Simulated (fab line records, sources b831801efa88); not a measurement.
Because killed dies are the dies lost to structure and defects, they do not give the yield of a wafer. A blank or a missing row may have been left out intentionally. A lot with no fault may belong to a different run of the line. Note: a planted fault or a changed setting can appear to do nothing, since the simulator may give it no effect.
A struck lot beside a sound one | flow sky130 | 14 steps out of a route of 708
Sound: wafers L549.1, L549.3, L549.5. The struck wafers were L553.2, L553.3, L553.6. The cause comes at the end.
Per side, at each step with rows, come the tool, then ch with its chambers, and then its first start. Under that, the readings that differ: sound wafers | struck wafers | difference of the means | sigmas: that difference in standard deviations of wafers without a fault.
alike: words and numbers the same on both sides, and readings whose means are apart by under 2 such deviations; not compared: readings that were withheld, readings missing a value for some wafer, numbers with overlapping values and no deviation given by the record, and bounds like >300 which may hide the same value.
A row with sigmas, a row that says differs or no value, or rows on one side alone: a step with any of these is where the two part. Non-overlapping numbers with no deviation appear without sigmas and do not part them. Lack of a reading on every wafer of one side parts them only where that side has two or more wafers.

first, 2 steps without rows for these wafers: SKY_SALICIDE_CLEAN_00 (cleans in HF-last, time 30 s); SKY_LI_CONTACT_HDPCVD_00 (deposits PSG, target thk 930 nm, time 155 s).
SKY_LI_CONTACT_THK_MEAS_01:
  sound: film-metro-03 at day 31 16:21; struck: film-metro-04 at day 32 19:34
  alike: LI_CONTACT_HDPCVD_THK
SKY_LI_CONTACT_CMP_02: polishes PSG.
  sound on cmp-01 ch 0,1,2, day 31 16:25; struck on cmp-01 ch 0,1,2, day 32 19:40
  alike: motor-current-A, time-to-endpoint-s
SKY_LI_CONTACT_BOW_MEAS_03:
  sound: film-metro-04 at day 31 16:43; struck: film-metro-03 at day 32 19:56
  alike: LI_CONTACT_BOW
then, 7 steps without rows for these wafers: SKY_LI_CONTACT_DEHYDRATE_04 (time 60 s); SKY_LI_CONTACT_HMDS_05 (prime time 60 s); SKY_LI_CONTACT_COAT_06 (resist thk 60 nm); SKY_LI_CONTACT_COAT_07 (resist thk 450 nm); SKY_LI_CONTACT_SOFTBAKE_08 (time 90 s); SKY_LI_CONTACT_EXPOSE_09 (exposes mask LICM1, target cd 170 nm); SKY_LI_CONTACT_PEB_10.
SKY_LI_CONTACT_DEVELOP_11: develop time 60 s.
  sound on litho-track-02 ch 0, day 32 20:00; struck on litho-track-02, day 33 22:00
  no value came back on the struck wafers for chill-plate-temp-C (C), develop-time-s (s); on the sound wafers chill-plate-temp-C (C) reads 23.05 23.03 23.10
  reading                                           | sound             | struck            | difference | sigmas
  model.KrF-thick_of_LI_CONTACT_COAT_07.thk-nm (nm) | 438.4 437.4 437.2 | 449.8 449.2 448.6 | +11.5      |
SKY_LI_CONTACT_CD_MEAS_12: the cd target is 170 nm.
  sound: cd-sem-01 at day 32 20:51; struck: cd-sem-01 at day 33 22:58
  reading    | sound             | struck | difference                    | sigmas
  cd-nm (nm) | 168.4 169.8 166.6 | - - -  | no value on the struck wafers |

## WHERE THEY PART
Earliest at SKY_LI_CONTACT_DEVELOP_11; latest, in this record, at SKY_LI_CONTACT_CD_MEAS_12.

WHY: whatever the simulator had introduced
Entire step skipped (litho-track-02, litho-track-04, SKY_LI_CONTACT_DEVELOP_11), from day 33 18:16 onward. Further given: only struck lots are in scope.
